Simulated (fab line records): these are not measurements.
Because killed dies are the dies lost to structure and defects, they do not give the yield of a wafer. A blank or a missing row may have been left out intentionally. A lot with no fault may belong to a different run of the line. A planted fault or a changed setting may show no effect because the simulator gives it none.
Commonality check across tools || flow gf180mcu || 12 lots, 36 wafers sampled

REASON FOR OPENING
At GF_NWELL_TW_MEAS_11 the reading NWELL_TW is flagged on 2 of 12 lots. Fault-free wafers read 1575, with a standard deviation of 12.
Rule: a lot is flagged in two cases, either no wafer of it has a number, or all its wafers with numbers fall more than 4 standard deviations from that mean. As for the other lots, they are considered sound.

{"lot": "L730", "measured": "day 3 21:36", "on": "film metro-04", "NWELL_TW, wafer by wafer": "1573 1570 1572", "flag": ""}
{"lot": "L733", "measured": "day 4 12:31", "on": "film metro-01", "NWELL_TW, wafer by wafer": "1551 1547 1551", "flag": ""}
{"lot": "L734", "measured": "day 4 16:49", "on": "film metro-01", "NWELL_TW, wafer by wafer": "1548 1551 1553", "flag": ""}
{"lot": "L736", "measured": "day 5 02:04", "on": "film metro-04", "NWELL_TW, wafer by wafer": "1579 1580 1572", "flag": ""}
{"lot": "L737", "measured": "day 5 10:21", "on": "film metro-03", "NWELL_TW, wafer by wafer": "1582 1579 1584", "flag": ""}
{"lot": "L738", "measured": "day 5 15:32", "on": "film metro-04", "NWELL_TW, wafer by wafer": "1576 1576 1562", "flag": ""}
{"lot": "L741", "measured": "day 6 07:32", "on": "film metro-03", "NWELL_TW, wafer by wafer": "1578 1594 1582", "flag": ""}
{"lot": "L747", "measured": "day 7 18:35", "on": "film metro-01", "NWELL_TW, wafer by wafer": "1489 1484 1485", "flag": "FLAGGED"}
{"lot": "L748", "measured": "day 7 20:11", "on": "film metro-01", "NWELL_TW, wafer by wafer": "1475 1480 1476", "flag": "FLAGGED"}
{"lot": "L749", "measured": "day 8 00:58", "on": "film metro-04", "NWELL_TW, wafer by wafer": "1577 1586 1585", "flag": ""}
{"lot": "L750", "measured": "day 8 08:06", "on": "film metro-04", "NWELL_TW, wafer by wafer": "1588 1583 1579", "flag": ""}
{"lot": "L751", "measured": "day 8 13:50", "on": "film metro-01", "NWELL_TW, wafer by wafer": "1581 1582 1584", "flag": ""}
The numbers of the flagged lots are 1482 on average: -94 against the usual, or -8 standard deviations.

LOT BY LOT: THE TOOL USED
The record keeps 1 process step preceding the reading, out of 602 steps on the route. In each cell: the tool, then ch and the chambers that the sampled wafers went through, then the start.
{"lot": "L730", "flag": "", "GF_NWELL_IMPLANT_08": "implanter-04 ch 0, day 3 21:12"}
{"lot": "L733", "flag": "", "GF_NWELL_IMPLANT_08": "implanter-01 ch 0, day 4 12:09"}
{"lot": "L734", "flag": "", "GF_NWELL_IMPLANT_08": "implanter-04 ch 0, day 4 16:26"}
{"lot": "L736", "flag": "", "GF_NWELL_IMPLANT_08": "implanter-04 ch 0, day 5 01:41"}
{"lot": "L737", "flag": "", "GF_NWELL_IMPLANT_08": "implanter-04 ch 0, day 5 09:57"}
{"lot": "L738", "flag": "", "GF_NWELL_IMPLANT_08": "implanter-04 ch 0, day 5 15:08"}
{"lot": "L741", "flag": "", "GF_NWELL_IMPLANT_08": "implanter-01 ch 0, day 6 07:08"}
{"lot": "L747", "flag": "FLAGGED", "GF_NWELL_IMPLANT_08": "implanter-04 ch 0, day 7 18:11"}
{"lot": "L748", "flag": "FLAGGED", "GF_NWELL_IMPLANT_08": "implanter-04 ch 0, day 7 19:47"}
{"lot": "L749", "flag": "", "GF_NWELL_IMPLANT_08": "implanter-01 ch 0, day 8 00:37"}
{"lot": "L750", "flag": "", "GF_NWELL_IMPLANT_08": "implanter-01 ch 0, day 8 07:43"}
{"lot": "L751", "flag": "", "GF_NWELL_IMPLANT_08": "implanter-01 ch 0, day 8 13:26"}
What these steps do:
- GF_NWELL_IMPLANT_08
- GF_NWELL_TW_MEAS_11

FLAGGED AGAINST TOTAL, ONE TOOL AT A TIME (gauges that did the reading follow at the end)
{"step": "GF_NWELL_IMPLANT_08", "tool": "implanter-01", "lots run": 5, "flagged": 0, "share of the flagged lots": "none", "sound lots run after its first flagged lot": "-"}
{"step": "GF_NWELL_IMPLANT_08", "tool": "implanter-04", "lots run": 7, "flagged": 2, "share of the flagged lots": "all", "sound lots run after its first flagged lot": 0}
{"step": "GF_NWELL_TW_MEAS_11", "tool": "film metro-01", "lots run": 5, "flagged": 2, "share of the flagged lots": "all", "sound lots run after its first flagged lot": "1 (L751)"}
{"step": "GF_NWELL_TW_MEAS_11", "tool": "film metro-03", "lots run": 2, "flagged": 0, "share of the flagged lots": "none", "sound lots run after its first flagged lot": "-"}
{"step": "GF_NWELL_TW_MEAS_11", "tool": "film metro-04", "lots run": 5, "flagged": 0, "share of the flagged lots": "none", "sound lots run after its first flagged lot": "-"}

THE TABLE: WHAT IT ALLOWS
implanter-04 at GF_NWELL_IMPLANT_08 and film metro-01 at GF_NWELL_TW_MEAS_11 are the 2 rows of the table that ran each flagged lot.
- implanter-04 at GF_NWELL_IMPLANT_08: 2 of its 7 lots flagged. A fault beginning between L738 (day 5 15:08), its last sound lot, and L747 (day 7 18:11), its first flagged one, fits the data. Its own readings (beam on s, faraday current uA) fall more than 4 standard deviations out on all wafers of the flagged lots.
- film metro-01 at GF_NWELL_TW_MEAS_11: 2 of its 5 lots flagged. Lots that were sound ran on it after the first flagged one (L751); a persistent fault on the entire tool would not allow that.
What remains is a single tool, implanter-04 at GF_NWELL_IMPLANT_08.

WHAT WAS PUT IN BY THE SIMULATOR
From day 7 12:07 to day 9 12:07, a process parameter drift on implanter-04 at GF_NWELL_IMPLANT_08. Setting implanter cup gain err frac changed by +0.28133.
Lots struck among those shown: L747, L748. The same result came from the rule above.
